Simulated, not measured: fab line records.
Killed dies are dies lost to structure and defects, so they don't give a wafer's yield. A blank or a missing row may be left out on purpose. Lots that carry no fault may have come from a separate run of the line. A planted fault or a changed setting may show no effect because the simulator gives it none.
Chamber matching :: flow sky130 :: SKY_CONTACT_CVD_00 on pecvd-04: 3 sister chambers
The step deposits Si3N4, target thk 75 nm. 6 wafers are shown with their chamber, then 8 later ones without.

## WAFERS, EACH WITH ITS CHAMBER
wafer: L079.2
chamber: 1
heater_power_w (W): 685
susceptor_temp_C (C): 400.02

wafer: L081.6
chamber: 1
heater_power_w (W): 672
susceptor_temp_C (C): 399.80

wafer: L083.4
chamber: 2
heater_power_w (W): 805
susceptor_temp_C (C): 400.16

wafer: L084.1
chamber: 2
heater_power_w (W): 825
susceptor_temp_C (C): 400.25

wafer: L084.6
chamber: 0
heater_power_w (W): 885
susceptor_temp_C (C): 400.31

wafer: L091.2
chamber: 0
heater_power_w (W): 879
susceptor_temp_C (C): 400.08

## WAFERS MISSING THEIR CHAMBER
wafer: L091.5
heater_power_w (W): 884
susceptor_temp_C (C): 400.20

wafer: L091.6
heater_power_w (W): 787
susceptor_temp_C (C): 400.26

wafer: L095.3
heater_power_w (W): 802
susceptor_temp_C (C): 399.81

wafer: L095.5
heater_power_w (W): 742
susceptor_temp_C (C): 399.83

wafer: L095.6
heater_power_w (W): 802
susceptor_temp_C (C): 400.41

wafer: L097.2
heater_power_w (W): 826
susceptor_temp_C (C): 400.17

wafer: L097.4
heater_power_w (W): 710
susceptor_temp_C (C): 399.86

wafer: L097.6
heater_power_w (W): 669
susceptor_temp_C (C): 399.70

## THE CHAMBER EACH PASSED THROUGH
wafer: L091.5
from the rows above: 0
in truth: 0

wafer: L091.6
from the rows above: 2
in truth: 2

wafer: L095.3
from the rows above: 2
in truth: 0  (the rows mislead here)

wafer: L095.5
from the rows above: can't be placed: 1 or 2
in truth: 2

wafer: L095.6
from the rows above: 2
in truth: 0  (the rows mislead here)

wafer: L097.2
from the rows above: 2
in truth: 2

wafer: L097.4
from the rows above: 1
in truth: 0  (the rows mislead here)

wafer: L097.6
from the rows above: 1
in truth: 1
Placed correctly: 4 of 8. Cannot be placed on the basis of these rows: 1; the candidates contain the true chamber in 1. 3 placed wrongly.
How it was worked out, from the rows above alone: a wafer's distance from a chamber is the root of the sum, over the readings, of the square of ((its reading less the chamber's mean) divided by the reading's scatter). If the next closest chamber is less than 2 further off than the closest, the wafer can't be placed; otherwise it belongs to the closest. A chamber's mean is the mean of its shown wafers. The scatter: take each reading less its chamber's mean, square it, sum over the shown wafers, divide by the number of wafers less the number of chambers, and take the root.
